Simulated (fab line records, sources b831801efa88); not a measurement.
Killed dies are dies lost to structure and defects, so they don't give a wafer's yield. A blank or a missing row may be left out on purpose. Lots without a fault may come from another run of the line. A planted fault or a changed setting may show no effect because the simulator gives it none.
fab line records | flow gf180mcu
record lots=11 wafers=33 last_day=34
route steps=602 shown M2@362 M3@410
lots that met no fault: from a run of the same line without faults
start_h: hours from the record's first day to the start of the lot's first wafer shown | wait_h: hours since the lot's step before | " the same as in the row above | L1.1+2: a row that stands for several wafers | - no value, or no start given | * or withheld: withheld | < > ~ a bound
route shown NAME@n: a module of which the file shows steps, and the number in the route of the first | usual: mean/standard deviation of fault-free wafers | same: alike in all rows | chamber/n: place in a boat | sites: the reading at each site | _std_site: their standard deviation | _edge_site: outer sites' mean less inner sites' | radius_mm: how far each site lies from the wafer's centre | mask NAME#n: copy n | behind: the tool/chamber that last shaped the wafer | hold: why the lot was held/for how many hours/how that ended | device: the transistor (n, p or np) that didn't switch | end of line: the same wafers' tests at the end of the route | a step without rows: its recipe alone | killed: dies lost to structure and defects at the first sort, not the wafer's yield | map: a wafer's dies, x killed, . not, _ none there
set.NAME: the setting as run; set.NAME@STEP: as run at that earlier step | model.NAME: the simulator's own value behind a step, which no gauge read
steps of the route over a sample of lots; a table a step, a row a wafer
services: from which hour (start_h, from the record's first day; less than 0 if before it) a tool's chamber was out of use, for how many hours, and why
## steps
# step GF_M2_SPUTTER_00
# recipe material=Ti target_thk_nm=37.5 arriving_ion_energy_ev=80 substrate_temp_c=200 chamber_pressure_pa=2 power_w=4000 time_s=150
# usual throttle_valve_pct=30.2/1.6
# columns lot.wafer tool chamber start_h wait_h throttle_valve_pct
L977.4 pvd_sputter-04 - 422.00 0.1 29.7
L977.5 " - " " 30.5
L977.6 " - " " 28.8
L976.1 pvd_sputter-01 - 425.89 0.2 32.4
L976.3 " - " " 29.7
L976.6 " - " " 30.0
L978.1 pvd_sputter-01 - 434.03 0.2 32.9
L978.3 " - " " 32.5
L978.4 " - " " 33.0
L979.1 pvd_sputter-01 - 442.19 0.2 29.9
L979.5 " - " " 33.0
L979.6 " - " " 32.5
L980.1 pvd_sputter-03 - 445.10 0.1 29.7
L980.2 " - " " 27.3
L980.4 " - " " 30.2
L989.1 pvd_sputter-03 - 533.37 0.2 30.4
L989.4 " - " " 29.6
L989.5 " - " " 27.3
L990.1 pvd_sputter-04 - 538.97 0.2 29.5
L990.3 " - " " 28.4
L990.6 " - " " 30.9
L995.1 pvd_sputter-04 - 586.93 0.2 29.8
L995.2 " - " " 28.3
L995.4 " - " " 30.6
L997.2 pvd_sputter-04 - 597.97 0.1 29.0
L997.4 " - " " 29.5
L997.5 " - " " 29.0
L998.1 pvd_sputter-04 - 610.50 0.2 29.6
L998.2 " - " " 28.8
L998.6 " - " " 28.3
L999.1 pvd_sputter-04 - 617.36 0.1 29.4
L999.2 " - " " 29.1
L999.4 " - " " 30.7
# step GF_M2_RS_MEAS_05
# recipe thk_meas_gauge=four-point-probe reads=TiN_of_M2_SPUTTER_04+Ti_of_M2_SPUTTER_03+AlCu_of_M2_SPUTTER_02+TiN_of_M2_SPUTTER_01+Ti_of_M2_SPUTTER_00
# usual M2_ALCU_RS=0.0696/0.00074
# columns lot.wafer tool chamber start_h wait_h M2_ALCU_RS[ohm/sq]
L977.4 film_metro-03 - 422.28 0.1 0.0709
L977.5 " - " " 0.0701
L977.6 " - " " 0.0705
L976.1 film_metro-03 - 426.11 0.0 0.0701
L976.3 " - " " 0.0694
L976.6 " - " " 0.0694
L978.1 film_metro-01 - 434.25 0.0 0.0694
L978.3 " - " " 0.0697
L978.4 " - " " 0.0688
L979.1 film_metro-03 - 442.41 0.0 0.0689
L979.5 " - " " 0.0691
L979.6 " - " " 0.0697
L980.1 film_metro-03 - 445.32 0.0 0.0700
L980.2 " - " " 0.0704
L980.4 " - " " 0.0704
L989.1 film_metro-04 - 533.59 0.0 0.0704
L989.4 " - " " 0.0694
L989.5 " - " " 0.0701
L990.1 film_metro-04 - 539.19 0.0 0.0705
L990.3 " - " " 0.0706
L990.6 " - " " 0.0709
L995.1 film_metro-03 - 587.15 0.0 0.0692
L995.2 " - " " 0.0686
L995.4 " - " " 0.0694
L997.2 film_metro-01 - 598.21 0.0 0.0696
L997.4 " - " " 0.0703
L997.5 " - " " 0.0698
L998.1 film_metro-04 - 610.72 0.0 0.0694
L998.2 " - " " 0.0691
L998.6 " - " " 0.0696
L999.1 film_metro-04 - 617.58 0.0 0.0692
L999.2 " - " " 0.0690
L999.4 " - " " 0.0694
# step GF_M3_SPUTTER_01
# recipe material=TiN target_thk_nm=30 power_w=6500 time_s=25 chamber_pressure_pa=0.4
# usual throttle_valve_pct=30.1/1.5
# columns lot.wafer tool chamber start_h wait_h throttle_valve_pct
L977.4 pvd_sputter-03 - 471.83 0.1 30.0
L977.5 " - " " 27.0
L977.6 " - " " 29.6
L976.1 pvd_sputter-03 - 475.67 0.1 27.1
L976.3 " - " " 29.9
L976.6 " - " " 31.1
L978.1 pvd_sputter-01 - 484.59 0.1 29.7
L978.3 " - " " 32.9
L978.4 " - " " 32.6
L979.1 pvd_sputter-01 - 493.64 0.1 32.6
L979.5 " - " " 32.4
L979.6 " - " " 33.2
L980.1 pvd_sputter-03 - 495.41 0.1 27.3
L980.2 " - " " 29.9
L980.4 " - " " 29.6
L989.1 pvd_sputter-03 - 581.36 0.1 27.2
L989.4 " - " " 29.5
L989.5 " - " " 27.1
L990.1 pvd_sputter-03 - 586.31 0.1 30.0
L990.3 " - " " 31.2
L990.6 " - " " 27.3
L995.1 pvd_sputter-02 - 632.59 0.1 28.8
L995.2 " - " " 30.2
L995.4 " - " " 30.0
L997.2 pvd_sputter-01 - 642.06 0.1 32.6
L997.4 " - " " 30.7
L997.5 " - " " 32.6
L998.1 pvd_sputter-03 - 655.00 0.1 27.2
L998.2 " - " " 29.5
L998.6 " - " " 30.1
L999.1 pvd_sputter-03 - 660.20 0.1 30.0
L999.2 " - " " 27.3
L999.4 " - " " 31.0
# step GF_M3_SPUTTER_04
# recipe material=TiN target_thk_nm=50 power_w=6500 time_s=41.7 chamber_pressure_pa=0.4
# usual throttle_valve_pct=30.1/1.5
# columns lot.wafer tool chamber start_h wait_h throttle_valve_pct
L977.4 pvd_sputter-03 - 471.91 0.0 30.0
L977.5 " - " " 27.2
L977.6 " - " " 29.5
L976.1 pvd_sputter-03 - 475.75 0.0 27.3
L976.3 " - " " 30.0
L976.6 " - " " 31.0
L978.1 pvd_sputter-01 - 484.67 0.0 30.0
L978.3 " - " " 32.8
L978.4 " - " " 32.5
L979.1 pvd_sputter-01 - 493.73 0.0 33.1
L979.5 " - " " 32.3
L979.6 " - " " 33.0
L980.1 pvd_sputter-03 - 495.50 0.0 27.0
L980.2 " - " " 30.1
L980.4 " - " " 29.6
L989.1 pvd_sputter-03 - 581.44 0.0 27.3
L989.4 " - " " 30.0
L989.5 " - " " 27.3
L990.1 pvd_sputter-03 - 586.39 0.0 29.4
L990.3 " - " " 31.1
L990.6 " - " " 27.1
L995.1 pvd_sputter-02 - 632.67 0.0 29.0
L995.2 " - " " 29.9
L995.4 " - " " 29.9
L997.2 pvd_sputter-01 - 642.14 0.0 32.6
L997.4 " - " " 30.6
L997.5 " - " " 32.6
L998.1 pvd_sputter-03 - 655.08 0.0 27.5
L998.2 " - " " 29.5
L998.6 " - " " 29.8
L999.1 pvd_sputter-03 - 660.28 0.0 30.2
L999.2 " - " " 27.2
L999.4 " - " " 31.1
# step GF_M3_THK_MEAS_06
# recipe thk_meas_gauge=xrf reads=AlCu_of_M3_SPUTTER_02
# usual M3_ALCU_THK=455/4.8
# columns lot.wafer tool chamber start_h wait_h M3_ALCU_THK[nm]
L977.4 film_metro-02 - 472.10 0.1 461
L977.5 " - " " 459
L977.6 " - " " 456
L976.1 film_metro-01 - 475.91 0.1 454
L976.3 " - " " 458
L976.6 " - " " 449
L978.1 film_metro-02 - 484.83 0.1 457
L978.3 " - " " 453
L978.4 " - " " 458
L979.1 film_metro-01 - 493.89 0.1 450
L979.5 " - " " 461
L979.6 " - " " 449
L980.1 film_metro-01 - 495.66 0.1 451
L980.2 " - " " 447
L980.4 " - " " 448
L989.1 film_metro-04 - 581.60 0.1 475
L989.4 " - " " 450
L989.5 " - " " 477
L990.1 film_metro-01 - 586.55 0.1 453
L990.3 " - " " 453
L990.6 " - " " 482
L995.1 film_metro-02 - 632.83 0.1 456
L995.2 " - " " 451
L995.4 " - " " 458
L997.2 film_metro-01 - 642.31 0.1 452
L997.4 " - " " 452
L997.5 " - " " 451
L998.1 film_metro-04 - 655.24 0.1 455
L998.2 " - " " 452
L998.6 " - " " 454
L999.1 film_metro-01 - 660.44 0.1 455
L999.2 " - " " 465
L999.4 " - " " 455
# step GF_M3_METAL_ETCH_16
# recipe chemistry=Cl2/BCl3 mask_material=KrF target_depth_nm=627.5 stop_on=SiO2 pressure_mtorr=8 icp_w=800 bias_w=140 Cl2_flow_sccm=80 bcl3_flow_sccm=40 time_s=104.6
# usual drypump_motor_current_A=5.9/0.82 oes_product_au=0.973/0.006 throttle_valve_pct=28.247/0.0094
# columns lot.wafer tool chamber start_h wait_h drypump_motor_current_A oes_product_au rf_hours_counter_h throttle_valve_pct
L977.4 rie_metal-02 0 495.52 0.0 5.6 0.976 - 28.238
L977.5 " 1 " " 6.8 0.991 - 28.231
L977.6 " 0 " " 5.7 0.976 - 28.254
L976.1 rie_metal-04 0 499.45 0.0 6.7 0.977 0.5 28.252
L976.3 " 1 " " 6.5 0.982 - 28.233
L976.6 " 0 " " 6.7 0.962 - 28.255
L978.1 rie_metal-04 0 508.19 0.0 6.7 0.971 0.7 28.242
L978.3 " 0 " " 6.7 0.970 - 28.254
L978.4 " 1 " " 6.5 0.972 - 28.247
L979.1 rie_metal-02 0 517.34 0.0 5.7 0.965 7.7 28.266
L979.5 " 0 " " 5.7 0.975 - 28.240
L979.6 " 1 " " 6.8 0.975 - 28.241
L980.1 rie_metal-01 1 518.58 0.0 5.2 0.961 4.8 28.252
L980.2 " 0 " " 4.7 0.968 8.0 28.241
L980.4 " 1 " " 5.2 0.970 - 28.245
L989.1 rie_metal-01 0 603.45 0.0 4.6 0.951 10.1 28.266
L989.4 " 1 " " 5.3 0.977 - 28.258
L989.5 " 1 " " 5.3 0.951 - 28.269
L990.1 rie_metal-01 0 607.84 0.0 4.7 0.970 10.2 28.237
L990.3 " 0 " " 4.7 0.974 - 28.237
L990.6 " 1 " " 5.3 0.945 - 28.279
L995.1 rie_metal-01 0 652.83 0.0 4.7 0.975 11.7 28.250
L995.2 " 1 " " 5.2 0.967 8.5 28.260
L995.4 " 1 " " 5.2 0.974 - 28.259
L997.2 rie_metal-02 1 661.78 0.0 6.8 0.989 12.8 28.249
L997.4 " 0 " " 5.6 0.973 - 28.244
L997.5 " 0 " " 5.6 0.968 - 28.259
L998.1 rie_metal-04 1 674.58 0.0 6.6 0.972 8.5 28.244
L998.2 " 0 " " 6.7 0.972 5.4 28.251
L998.6 " 1 " " 6.5 0.973 - 28.247
L999.1 rie_metal-04 1 679.63 0.0 6.5 0.975 8.8 28.240
L999.2 " 0 " " 6.7 0.971 5.7 28.238
L999.4 " 0 " " 6.7 0.967 - 28.256
## services
# columns tool chamber start_h hours kind
pvd_sputter-03 0 398.50 - consumable_replace:kit
pvd_sputter-03 0 398.50 18.0 scheduled_down
pvd_sputter-03 0 398.50 18.0 vent_cycle
rie_metal-04 1 412.90 11.3 repair
pvd_sputter-01 - 415.10 10.3 repair
pvd_sputter-04 - 420.84 0.6 repair
pvd_sputter-01 - 422.98 2.2 repair
pvd_sputter-01 3 426.11 - consumable_replace:kit
pvd_sputter-01 3 426.11 18.0 scheduled_down
pvd_sputter-01 3 426.11 18.0 vent_cycle
pvd_sputter-04 - 444.49 1.8 repair
rie_metal-04 - 482.96 2.8 pm
pvd_sputter-02 - 517.10 1.7 repair
pvd_sputter-01 - 519.04 3.0 repair
rie_metal-01 - 520.97 1.2 repair
pvd_sputter-01 - 525.80 3.5 repair
pvd_sputter-01 - 525.99 3.7 repair
rie_metal-01 - 547.61 2.1 repair
pvd_sputter-03 3 573.71 - consumable_replace:kit
pvd_sputter-03 3 573.71 18.0 scheduled_down
pvd_sputter-03 3 573.71 18.0 vent_cycle
pvd_sputter-02 - 607.05 1.4 repair
pvd_sputter-01 2 633.01 - consumable_replace:kit
pvd_sputter-01 - 653.32 5.3 repair
## key
first_sign step=GF_M3_THK_MEAS_06 reading=M3_ALCU_THK direction=up sigmas=4.8 usual=455 struck=478
effect step=GF_M3_METAL_ETCH_16 reading=oes_product_au direction=down sigmas=4.1 usual=0.973 struck=0.949
met_at GF_M3_SPUTTER_04
struck_lots L989,L990
struck_wafers L989.1,L989.5,L990.6
not_acting_at GF_M2_SPUTTER_00,GF_M2_RS_MEAS_05,GF_M3_SPUTTER_01
onset_between 495.50 581.44
fault kind=process_parameter_drift tool=pvd_sputter-03 chamber=- onset_h=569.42 steps=GF_M3_SPUTTER_04 channel=time_s offset=* shape=step end_h=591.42 acts_in=* stated=* scope=struck_wafers_only
